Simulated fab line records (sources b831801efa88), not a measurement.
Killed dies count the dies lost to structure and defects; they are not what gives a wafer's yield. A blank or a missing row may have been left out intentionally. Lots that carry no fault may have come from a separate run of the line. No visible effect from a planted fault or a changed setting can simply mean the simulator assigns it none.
Which tool is to blame?    flow sky130    11 lots with 33 wafers sampled at 6 steps, on a route of 708 steps

WHAT EACH GAUGE READ, for each wafer
SKY_POLY_GATE_THK_MEAS_21.
lot   measured      on             POLY_GATE_OXIDATION_THK (nm)
L591  day 17 11:38  film_metro-02  3.99 4.05 4.00
L592  day 17 11:44  film_metro-03  4.02 4.08 4.00
L595  day 19 12:58  film_metro-03  3.93 3.86 3.92
L598  day 20 04:05  film_metro-03  4.01 3.91 3.97
L605  day 22 18:10  film_metro-02  3.98 3.95 3.99
L604  day 22 19:22  film_metro-02  3.79 3.90 3.80
L606  day 23 00:16  film_metro-01  3.89 3.97 3.92
L607  day 23 12:48  film_metro-02  4.06 4.13 4.03
L609  day 23 19:08  film_metro-01  4.10 4.03 4.12
L610  day 24 08:54  film_metro-03  4.02 3.95 3.83
L612  day 24 18:57  film_metro-03  3.94 3.99 3.90

SKY_LDD_N_OVL_MEAS_07.
lot   measured      on          LDD_N_OVL (nm)
L591  day 18 18:40  overlay-01  -0.1 1.0 0.6
L592  day 18 18:54  overlay-02  0.3 0.2 -0.2
L595  day 20 18:11  overlay-02  2.8 3.0 1.8
L598  day 21 10:01  overlay-02  1.5 1.1 3.0
L605  day 24 00:22  overlay-01  5.2 3.7 2.0
L604  day 24 00:51  overlay-02  2.9 1.1 0.3
L606  day 24 05:58  overlay-01  1.5 1.1 0.9
L607  day 24 19:03  overlay-02  0.7 -0.4 0.6
L609  day 25 01:00  overlay-01  2.3 1.9 2.9
L610  day 25 14:22  overlay-02  1.3 1.4 1.9
L612  day 25 23:49  overlay-01  1.2 1.3 1.1

SKY_LDD_N_TW_MEAS_17.
lot   measured      on             LDD_N_TW
L591  day 18 20:01  film_metro-02  2622 2611 2602
L592  day 18 20:14  film_metro-04  2603 2611 2611
L595  day 20 19:31  film_metro-02  2922 2922 2935 2916 2926 2912
L598  day 21 11:21  film_metro-01  2914 2943 2936 2927 2921 2945
L605  day 24 01:43  film_metro-02  2614 2621 2620
L604  day 24 02:11  film_metro-02  2605 2619 2611
L606  day 24 07:19  film_metro-01  2652 2646 2675
L607  day 24 20:23  film_metro-02  2626 2607 2614
L609  day 25 02:20  film_metro-02  2631 2610 2610
L610  day 25 15:43  film_metro-02  2610 2611 2603
L612  day 26 01:10  film_metro-04  2598 2596 2604

SKY_LDD_P_TW_MEAS_11.
lot   measured      on             LDD_P_TW
L591  day 20 03:05  film_metro-04  639 639 645
L592  day 20 03:16  film_metro-03  633 630 630
L595  day 22 02:11  film_metro-01  646 642 643
L598  day 22 18:32  film_metro-04  638 637 637
L605  day 25 07:32  film_metro-04  641 638 638
L604  day 25 08:31  film_metro-01  644 649 642
L606  day 25 12:55  film_metro-04  635 641 639
L607  day 26 01:37  film_metro-03  632 631 632
L609  day 26 07:50  film_metro-04  638 640 640
L610  day 26 20:59  film_metro-01  648 648 648
L612  day 27 06:10  film_metro-04  639 637 640

WHAT TOOL EACH LOT RAN ON (gives the tool, then ch and the chambers of the sampled wafers, and finally the start)
lot   SKY_LDD_N_IMPLANT_10             SKY_LDD_N_STRIP_16
L591  implanter-04 ch 0, day 18 19:01  plasma_asher-01 ch 0,1, day 18 19:55
L592  implanter-01 ch 0, day 18 19:14  plasma_asher-04 ch 0,1, day 18 20:08
L595  implanter-01 ch 0, day 20 18:33  plasma_asher-01 ch 0,1, day 20 19:26
L598  implanter-01 ch 0, day 21 10:21  plasma_asher-04 ch 0,1, day 21 11:15
L605  implanter-04 ch 0, day 24 00:44  plasma_asher-01 ch 0,1, day 24 01:36
L604  implanter-01 ch 0, day 24 01:11  plasma_asher-01 ch 0,1, day 24 02:05
L606  implanter-01 ch 0, day 24 06:19  plasma_asher-02 ch 0,1, day 24 07:13
L607  implanter-01 ch 0, day 24 19:23  plasma_asher-01 ch 0,1, day 24 20:17
L609  implanter-01 ch 0, day 25 01:20  plasma_asher-01 ch 0,1, day 25 02:14
L610  implanter-04 ch 0, day 25 14:44  plasma_asher-02 ch 0,1, day 25 15:36
L612  implanter-01 ch 0, day 26 00:10  plasma_asher-02 ch 0,1, day 26 01:04
- SKY_LDD_N_IMPLANT_10
- SKY_LDD_N_STRIP_16: strips in O2/N2.

AS READ BY THE TOOLS THEMSELVES (means over the sampled wafers that have a number; for cases with no such wafer, the mark the record gives instead)
SKY_LDD_N_IMPLANT_10.
lot   tool          beam_on_s (s)  dose_ions_cm2  faraday_current_uA
L591  implanter-04  9.99           7.500e+13      423
L592  implanter-01  9.97           7.495e+13      424
L595  implanter-01  44.34          4.200e+14      534
L598  implanter-01  44.78          4.201e+14      528
L605  implanter-04  10.00          7.504e+13      423
L604  implanter-01  9.91           7.487e+13      427
L606  implanter-01  10.19          7.490e+13      415
L607  implanter-01  10.15          7.503e+13      417
L609  implanter-01  10.02          7.503e+13      421
L610  implanter-04  9.99           7.500e+13      423
L612  implanter-01  10.04          7.500e+13      423

SKY_LDD_N_STRIP_16.
lot   tool             drypump_motor_current_A (A)  oes_product_au (a.u.)  strip_time_to_endpoint_s (s)
L591  plasma_asher-01  5.1                          0.410                  4.295
L592  plasma_asher-04  5.8                          0.404                  4.317
L595  plasma_asher-01  5.2                          0.403                  5.151
L598  plasma_asher-04  5.7                          0.404                  5.150
L605  plasma_asher-01  5.1                          0.400                  4.320
L604  plasma_asher-01  5.1                          0.404                  4.323
L606  plasma_asher-02  5.8                          0.405                  4.327
L607  plasma_asher-01  5.1                          0.408                  4.289
L609  plasma_asher-01  5.2                          0.407                  4.326
L610  plasma_asher-02  5.8                          0.401                  4.296
L612  plasma_asher-02  5.8                          0.406                  4.286

THE ANSWER, worked out from the rows above alone
Rule: what is usual is taken from the lots themselves. Put in order of their means at a reading, lots are off if they are a third of the lots or fewer, leave a main group of 4 or more, and stand apart from it by a gap of 3 or more times the standard deviation of the main group's means; of several such gaps the widest counts. Not used: any main group whose means are identical at the precision the tables above print for the reading. Also off: a lot with no number at a reading for which 4 or more lots have one. All remaining lots with rows at the step are treated as sound. First the gauges in route order, then the tools' own readings, where a lot's mean is used as printed above. At the first step where some lot is off, the reading lying furthest off is the one used; lots without a number count as furthest.
Off: at SKY_LDD_N_TW_MEAS_17 (LDD_N_TW), L595, L598. Main group: mean 2616, sd 16.
If a tool, at a process step before that reading, ran all the lots that are off and no sound lot after the first of them, it fits. The gauges at SKY_LDD_N_TW_MEAS_17 aren't tried: what is off there is off at SKY_LDD_N_IMPLANT_10 too, on other tools, and a gauge's error can't cause that. Not one of the candidates tried fits.

WHAT HAD BEEN PUT IN BY THE SIMULATOR
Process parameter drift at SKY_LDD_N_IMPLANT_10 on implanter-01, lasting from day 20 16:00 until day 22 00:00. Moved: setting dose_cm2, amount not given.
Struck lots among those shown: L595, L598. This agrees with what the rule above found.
